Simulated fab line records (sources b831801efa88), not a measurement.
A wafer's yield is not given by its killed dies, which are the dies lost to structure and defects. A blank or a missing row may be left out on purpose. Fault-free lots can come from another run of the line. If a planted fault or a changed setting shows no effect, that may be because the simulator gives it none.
The same fault as seen by 2 desks ; flow gf180mcu ; each desk holds nothing but its own numbers, with what lay behind them at the end

== FROM THE METROLOGY DESK ==
What the gauges read for every lot (on any tool): the sampled wafers with a number, averaged. The brackets show how far a lot's mean lies from the usual mean; more than 4 standard deviations puts the lot out of limits, marked OUT.
Columns: A = cd nm at GF_V3_CD_MEAS_14, usual 260.0 nm; B = V3_W_THK at GF_V3_THK_MEAS_25, usual 349 nm; C = M4_ALCU_RS at GF_M4_RS_MEAS_05, usual 0.0695 ohm/sq
lot;first seen here;A;B;C
L380;day 22 19:31;259.4;358;0.0693
L381;day 23 12:23;260.8;346;0.0696
L382;day 23 22:18;261.6;346;0.0689
L383;day 24 11:56;260.3;352;0.0696
L384;day 24 14:38;259.0;361;0.0695
L385;day 24 21:17;258.0;351;0.0694
L388;day 25 23:26;259.8;347;0.0696
L392;day 27 02:54;255.0 (-4.2) OUT;342;0.0699
L394;day 27 20:05;253.3 (-5.6) OUT;347;0.0697
L395;day 28 01:11;251.0 (-7.5) OUT;351;0.0699
L400;day 29 09:59;260.5;343;0.0702
L401;day 29 16:14;261.5;352;0.0701
This desk finds L392, L394, L395 out of limits, L392 being first, at day 27 02:54 (cd nm at GF_V3_CD_MEAS_14). Within limits: L380, L381, L382, L383, L384, L385, L388, L400, L401.

== AT THE TOOL OWNER'S DESK: litho track-01 ==
The tool's own readings at GF_V3_PEB_12 (peb time 90 s): means of the sampled wafers that have a number, for each lot that ran on this tool. The brackets show how far a lot's mean lies from the usual mean; more than 4 standard deviations puts the lot out of limits, marked OUT.
Columns: A = heater power total W at GF_V3_PEB_12, usual 85.70 W; B = plate temp C at GF_V3_PEB_12, usual 135.00 C
lot;first seen here;A;B
L380;day 22 19:10;85.66;134.89
L384;day 24 14:17;85.67;134.81
L388;day 25 23:05;85.71;135.10
L392;day 27 02:35;83.69 (-25) OUT;132.61 (-15) OUT
L394;day 27 19:44;83.72 (-25) OUT;132.48 (-16) OUT
L395;day 28 00:50;83.78 (-24) OUT;132.67 (-15) OUT
This desk finds L392, L394, L395 out of limits, L392 being first, at day 27 02:35 (heater power total W at GF_V3_PEB_12). Within limits: L380, L384, L388.

== ALL TOGETHER ==
At day 27 02:35, on L392, L394, L395, the tool owner's desk was in a position to raise an alarm.
The metrology desk could have raised an alarm at day 27 02:54, on L392, L394, L395.
GF_V3_PEB_12 was run on litho track-01 by each of the lots named.

== WHAT HAD BEEN PUT IN BY THE SIMULATOR ==
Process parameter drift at GF_V3_PEB_12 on litho track-01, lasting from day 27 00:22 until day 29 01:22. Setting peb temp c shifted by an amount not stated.
Shown lots that were struck: L392, L394, L395.
Time in hours from fault onset to the first out-of-limits reading at each desk: tool owner's desk 2, metrology desk 3.
